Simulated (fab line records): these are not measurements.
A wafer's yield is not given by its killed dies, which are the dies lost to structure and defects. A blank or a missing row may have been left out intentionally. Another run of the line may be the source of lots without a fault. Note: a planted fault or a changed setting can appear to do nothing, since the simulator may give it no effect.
The tool behind it: which one? / flow gf180mcu / 14 lots with 42 wafers sampled at 4 steps, on a route of 602 steps

WHAT EACH GAUGE READ, for each wafer
The record holds no reading of a measuring or inspecting step that can be judged against a usual standard deviation.

WHAT TOOL EACH LOT RAN ON (gives the tool, then ch and the chambers of the sampled wafers, and finally the start)
lot=L597; GF_M2_EXPOSE_11=krfScanner-02 ch 0, day 18 16:02; GF_M4_METAL_ETCH_16=rieMetal-02 ch 0,1, day 23 08:58; GF_V4_SPUTTER_21=pvdSputter-04, day 24 09:18; GF_V4_CMP_26=cmp-02 ch 1,2,3, day 24 09:44
lot=L598; GF_M2_EXPOSE_11=krfScanner-02 ch 0, day 19 03:02; GF_M4_METAL_ETCH_16=rieMetal-04 ch 0, day 23 19:38; GF_V4_SPUTTER_21=pvdSputter-03, day 24 19:32; GF_V4_CMP_26=cmp-01 ch 1,2, day 24 19:59
lot=L601; GF_M2_EXPOSE_11=krfScanner-01 ch 0, day 20 01:58; GF_M4_METAL_ETCH_16=rieMetal-02 ch 0,1, day 24 16:58; GF_V4_SPUTTER_21=pvdSputter-03, day 25 16:07; GF_V4_CMP_26=cmp-01 ch 1,2,3, day 25 16:37
lot=L602; GF_M2_EXPOSE_11=krfScanner-02 ch 0, day 20 05:28; GF_M4_METAL_ETCH_16=rieMetal-03 ch 0,1, day 24 18:45; GF_V4_SPUTTER_21=pvdSputter-03, day 25 17:32; GF_V4_CMP_26=cmp-01 ch 0,1,3, day 25 17:55
lot=L603; GF_M2_EXPOSE_11=krfScanner-01 ch 0, day 20 19:10; GF_M4_METAL_ETCH_16=rieMetal-02 ch 0,1, day 25 06:52; GF_V4_SPUTTER_21=pvdSputter-01, day 26 05:48; GF_V4_CMP_26=cmp-01 ch 1,2,3, day 26 06:11
lot=L604; GF_M2_EXPOSE_11=krfScanner-02 ch 0, day 21 02:22; GF_M4_METAL_ETCH_16=rieMetal-04 ch 0,1, day 25 14:16; GF_V4_SPUTTER_21=pvdSputter-03, day 26 13:25; GF_V4_CMP_26=cmp-02 ch 0,1,3, day 26 13:49
lot=L605; GF_M2_EXPOSE_11=krfScanner-01 ch 0, day 21 11:42; GF_M4_METAL_ETCH_16=rieMetal-04 ch 0,1, day 25 23:03; GF_V4_SPUTTER_21=pvdSputter-03, day 26 22:36; GF_V4_CMP_26=cmp-01 ch 0,1,3, day 26 22:59
lot=L606; GF_M2_EXPOSE_11=krfScanner-02 ch 0, day 22 03:26; GF_M4_METAL_ETCH_16=rieMetal-03 ch 0,1, day 26 13:10; GF_V4_SPUTTER_21=pvdSputter-01, day 27 10:43; GF_V4_CMP_26=cmp-01 ch 0,3, day 27 11:07
lot=L607; GF_M2_EXPOSE_11=krfScanner-01 ch 0, day 22 10:24; GF_M4_METAL_ETCH_16=rieMetal-02 ch 0,1, day 26 19:28; GF_V4_SPUTTER_21=pvdSputter-03, day 27 18:02; GF_V4_CMP_26=cmp-02 ch 0,2,3, day 27 18:32
lot=L608; GF_M2_EXPOSE_11=krfScanner-02 ch 0, day 22 18:31; GF_M4_METAL_ETCH_16=rieMetal-03 ch 0,1, day 27 02:19; GF_V4_SPUTTER_21=pvdSputter-01, day 28 01:02; GF_V4_CMP_26=cmp-01 ch 0,1,2, day 28 01:38
lot=L613; GF_M2_EXPOSE_11=krfScanner-01, day 24 14:47; GF_M4_METAL_ETCH_16=-; GF_V4_SPUTTER_21=-; GF_V4_CMP_26=-
lot=L614; GF_M2_EXPOSE_11=krfScanner-02, day 24 16:38; GF_M4_METAL_ETCH_16=-; GF_V4_SPUTTER_21=-; GF_V4_CMP_26=-
lot=L619; GF_M2_EXPOSE_11=krfScanner-01 ch 0, day 26 18:57; GF_M4_METAL_ETCH_16=rieMetal-02 ch 0,1, day 30 14:42; GF_V4_SPUTTER_21=pvdSputter-04, day 31 10:46; GF_V4_CMP_26=cmp-02 ch 0,2,3, day 31 11:16
lot=L620; GF_M2_EXPOSE_11=krfScanner-02 ch 0, day 27 06:47; GF_M4_METAL_ETCH_16=rieMetal-02 ch 0,1, day 31 02:13; GF_V4_SPUTTER_21=pvdSputter-04, day 31 21:17; GF_V4_CMP_26=cmp-01 ch 1,2,3, day 31 21:41
- GF_M2_EXPOSE_11: exposes mask Metal2, target cd 280 nm.
- GF_M4_METAL_ETCH_16: etches the open film in Cl2/BCl3, stops on SiO2, target depth 750.8 nm, time 125.1 s.
- GF_V4_SPUTTER_21: material Ti, target thk 15 nm, time 80.02 s.
- GF_V4_CMP_26: polishes, stops on SiO2, t overpolish 15 s, target thk 0 nm.

AS READ BY THE TOOLS THEMSELVES (means over the sampled wafers that have a number; for cases with no such wafer, the mark the record gives instead)
GF_M2_EXPOSE_11. Usual: exposureDoseMJCm2 27.996, standard deviation 0.03; focusOffsetNm 0.0 nm, standard deviation 0.58.
lot=L597; tool=krfScanner-02; exposureDoseMJCm2=28.015; focusOffsetNm (nm)=0.0; flag=
lot=L598; tool=krfScanner-02; exposureDoseMJCm2=28.031; focusOffsetNm (nm)=-0.9; flag=
lot=L601; tool=krfScanner-01; exposureDoseMJCm2=28.021; focusOffsetNm (nm)=0.2; flag=
lot=L602; tool=krfScanner-02; exposureDoseMJCm2=27.985; focusOffsetNm (nm)=0.1; flag=
lot=L603; tool=krfScanner-01; exposureDoseMJCm2=27.986; focusOffsetNm (nm)=0.2; flag=
lot=L604; tool=krfScanner-02; exposureDoseMJCm2=27.953; focusOffsetNm (nm)=0.5; flag=
lot=L605; tool=krfScanner-01; exposureDoseMJCm2=28.005; focusOffsetNm (nm)=-0.2; flag=
lot=L606; tool=krfScanner-02; exposureDoseMJCm2=27.973; focusOffsetNm (nm)=-0.3; flag=
lot=L607; tool=krfScanner-01; exposureDoseMJCm2=27.977; focusOffsetNm (nm)=-0.6; flag=
lot=L608; tool=krfScanner-02; exposureDoseMJCm2=27.976; focusOffsetNm (nm)=0.0; flag=
lot=L613; tool=krfScanner-01; exposureDoseMJCm2=-; focusOffsetNm (nm)=-; flag=OFF
lot=L614; tool=krfScanner-02; exposureDoseMJCm2=-; focusOffsetNm (nm)=-; flag=OFF
lot=L619; tool=krfScanner-01; exposureDoseMJCm2=27.990; focusOffsetNm (nm)=1.1; flag=
lot=L620; tool=krfScanner-02; exposureDoseMJCm2=27.984; focusOffsetNm (nm)=0.3; flag=

GF_M4_METAL_ETCH_16. Usual: biasW 139.9 W, standard deviation 0.44; drypumpMotorCurrentA 6.0 A, standard deviation 0.45; mfcCl2Sccm 80.03 sccm, standard deviation 0.25; oesProductAu 0.990 a.u., standard deviation 0.0049; rfFwdPowerW 796.9 W, standard deviation 2.6; throttleValvePct 28.230 %, standard deviation 0.0091.
lot=L597; tool=rieMetal-02; biasW (W)=140.2; drypumpMotorCurrentA (A)=6.1; mfcCl2Sccm (sccm)=80.09; oesProductAu (a.u.)=0.990; rfFwdPowerW (W)=795.3; throttleValvePct (%)=28.236; flag=
lot=L598; tool=rieMetal-04; biasW (W)=139.6; drypumpMotorCurrentA (A)=6.7; mfcCl2Sccm (sccm)=80.10; oesProductAu (a.u.)=0.986; rfFwdPowerW (W)=797.3; throttleValvePct (%)=28.233; flag=
lot=L601; tool=rieMetal-02; biasW (W)=139.9; drypumpMotorCurrentA (A)=5.8; mfcCl2Sccm (sccm)=79.90; oesProductAu (a.u.)=0.990; rfFwdPowerW (W)=795.8; throttleValvePct (%)=28.231; flag=
lot=L602; tool=rieMetal-03; biasW (W)=140.0; drypumpMotorCurrentA (A)=6.0; mfcCl2Sccm (sccm)=80.11; oesProductAu (a.u.)=0.993; rfFwdPowerW (W)=797.6; throttleValvePct (%)=28.226; flag=
lot=L603; tool=rieMetal-02; biasW (W)=139.5; drypumpMotorCurrentA (A)=6.1; mfcCl2Sccm (sccm)=79.76; oesProductAu (a.u.)=0.993; rfFwdPowerW (W)=796.4; throttleValvePct (%)=28.233; flag=
lot=L604; tool=rieMetal-04; biasW (W)=139.9; drypumpMotorCurrentA (A)=6.3; mfcCl2Sccm (sccm)=80.41; oesProductAu (a.u.)=0.986; rfFwdPowerW (W)=799.3; throttleValvePct (%)=28.243; flag=
lot=L605; tool=rieMetal-04; biasW (W)=140.8; drypumpMotorCurrentA (A)=6.3; mfcCl2Sccm (sccm)=79.89; oesProductAu (a.u.)=0.985; rfFwdPowerW (W)=798.4; throttleValvePct (%)=28.229; flag=
lot=L606; tool=rieMetal-03; biasW (W)=139.6; drypumpMotorCurrentA (A)=6.0; mfcCl2Sccm (sccm)=80.14; oesProductAu (a.u.)=0.992; rfFwdPowerW (W)=797.4; throttleValvePct (%)=28.230; flag=
lot=L607; tool=rieMetal-02; biasW (W)=140.1; drypumpMotorCurrentA (A)=5.8; mfcCl2Sccm (sccm)=79.89; oesProductAu (a.u.)=0.987; rfFwdPowerW (W)=796.7; throttleValvePct (%)=28.235; flag=
lot=L608; tool=rieMetal-03; biasW (W)=139.5; drypumpMotorCurrentA (A)=6.1; mfcCl2Sccm (sccm)=80.08; oesProductAu (a.u.)=0.991; rfFwdPowerW (W)=796.2; throttleValvePct (%)=28.224; flag=
lot=L619; tool=rieMetal-02; biasW (W)=139.9; drypumpMotorCurrentA (A)=5.8; mfcCl2Sccm (sccm)=80.14; oesProductAu (a.u.)=0.984; rfFwdPowerW (W)=795.3; throttleValvePct (%)=28.250; flag=
lot=L620; tool=rieMetal-02; biasW (W)=140.3; drypumpMotorCurrentA (A)=5.8; mfcCl2Sccm (sccm)=79.98; oesProductAu (a.u.)=0.990; rfFwdPowerW (W)=796.9; throttleValvePct (%)=28.230; flag=

GF_V4_SPUTTER_21. Usual: cathodeDcPowerW 2500.0 W, standard deviation 0.49; throttleValvePct 29.8 %, standard deviation 1.1.
lot=L597; tool=pvdSputter-04; cathodeDcPowerW (W)=2500.4; throttleValvePct (%)=29.4; flag=
lot=L598; tool=pvdSputter-03; cathodeDcPowerW (W)=2500.5; throttleValvePct (%)=30.7; flag=
lot=L601; tool=pvdSputter-03; cathodeDcPowerW (W)=2499.7; throttleValvePct (%)=30.8; flag=
lot=L602; tool=pvdSputter-03; cathodeDcPowerW (W)=2499.7; throttleValvePct (%)=30.4; flag=
lot=L603; tool=pvdSputter-01; cathodeDcPowerW (W)=2500.1; throttleValvePct (%)=29.4; flag=
lot=L604; tool=pvdSputter-03; cathodeDcPowerW (W)=2500.0; throttleValvePct (%)=31.0; flag=
lot=L605; tool=pvdSputter-03; cathodeDcPowerW (W)=2500.1; throttleValvePct (%)=30.5; flag=
lot=L606; tool=pvdSputter-01; cathodeDcPowerW (W)=2499.6; throttleValvePct (%)=30.3; flag=
lot=L607; tool=pvdSputter-03; cathodeDcPowerW (W)=2499.9; throttleValvePct (%)=29.8; flag=
lot=L608; tool=pvdSputter-01; cathodeDcPowerW (W)=2500.1; throttleValvePct (%)=30.0; flag=
lot=L619; tool=pvdSputter-04; cathodeDcPowerW (W)=2500.0; throttleValvePct (%)=29.1; flag=
lot=L620; tool=pvdSputter-04; cathodeDcPowerW (W)=2500.3; throttleValvePct (%)=29.4; flag=

GF_V4_CMP_26. Usual: motorCurrentA 11.3 A, standard deviation 0.95; overpolishRunS 14.999 s, standard deviation 0.0093; timeToEndpointS 85.8 s, standard deviation 2.9.
lot=L597; tool=cmp-02; motorCurrentA (A)=11.1; overpolishRunS (s)=14.999; timeToEndpointS (s)=85.1; flag=
lot=L598; tool=cmp-01; motorCurrentA (A)=11.9; overpolishRunS (s)=14.998; timeToEndpointS (s)=84.8; flag=
lot=L601; tool=cmp-01; motorCurrentA (A)=11.5; overpolishRunS (s)=15.007; timeToEndpointS (s)=86.7; flag=
lot=L602; tool=cmp-01; motorCurrentA (A)=11.4; overpolishRunS (s)=15.005; timeToEndpointS (s)=84.8; flag=
lot=L603; tool=cmp-01; motorCurrentA (A)=11.6; overpolishRunS (s)=14.995; timeToEndpointS (s)=86.1; flag=
lot=L604; tool=cmp-02; motorCurrentA (A)=10.9; overpolishRunS (s)=15.004; timeToEndpointS (s)=85.8; flag=
lot=L605; tool=cmp-01; motorCurrentA (A)=11.2; overpolishRunS (s)=15.006; timeToEndpointS (s)=88.6; flag=
lot=L606; tool=cmp-01; motorCurrentA (A)=10.7; overpolishRunS (s)=15.004; timeToEndpointS (s)=84.8; flag=
lot=L607; tool=cmp-02; motorCurrentA (A)=11.6; overpolishRunS (s)=15.003; timeToEndpointS (s)=87.8; flag=
lot=L608; tool=cmp-01; motorCurrentA (A)=11.5; overpolishRunS (s)=14.992; timeToEndpointS (s)=86.8; flag=
lot=L619; tool=cmp-02; motorCurrentA (A)=11.5; overpolishRunS (s)=14.995; timeToEndpointS (s)=89.4; flag=
lot=L620; tool=cmp-01; motorCurrentA (A)=11.6; overpolishRunS (s)=15.002; timeToEndpointS (s)=87.3; flag=

THE ANSWER, worked out from the rows above alone
Rule: a lot counts as off when the mean over its wafers that have a number is more than 3 standard deviations away from the usual mean. Also off: a lot with no number at a reading for which 4 or more lots have one. All remaining lots with rows at the step are treated as sound. The gauges are gone through in route order, then the tools' own readings, and for those a lot's mean is taken as printed above. The first step at which some lot is off is used, and at that step the reading that is off furthest; a lot without a number counts as furthest.
Off at GF_M2_EXPOSE_11 (exposureDoseMJCm2): L613, L614. Without a number there: L613, L614.
A tool fits if, at that step or a process step before it, it ran every lot that is off, and no sound lot after the first of them. Of those tried, none fits.

WHAT THE SIMULATOR PUT IN
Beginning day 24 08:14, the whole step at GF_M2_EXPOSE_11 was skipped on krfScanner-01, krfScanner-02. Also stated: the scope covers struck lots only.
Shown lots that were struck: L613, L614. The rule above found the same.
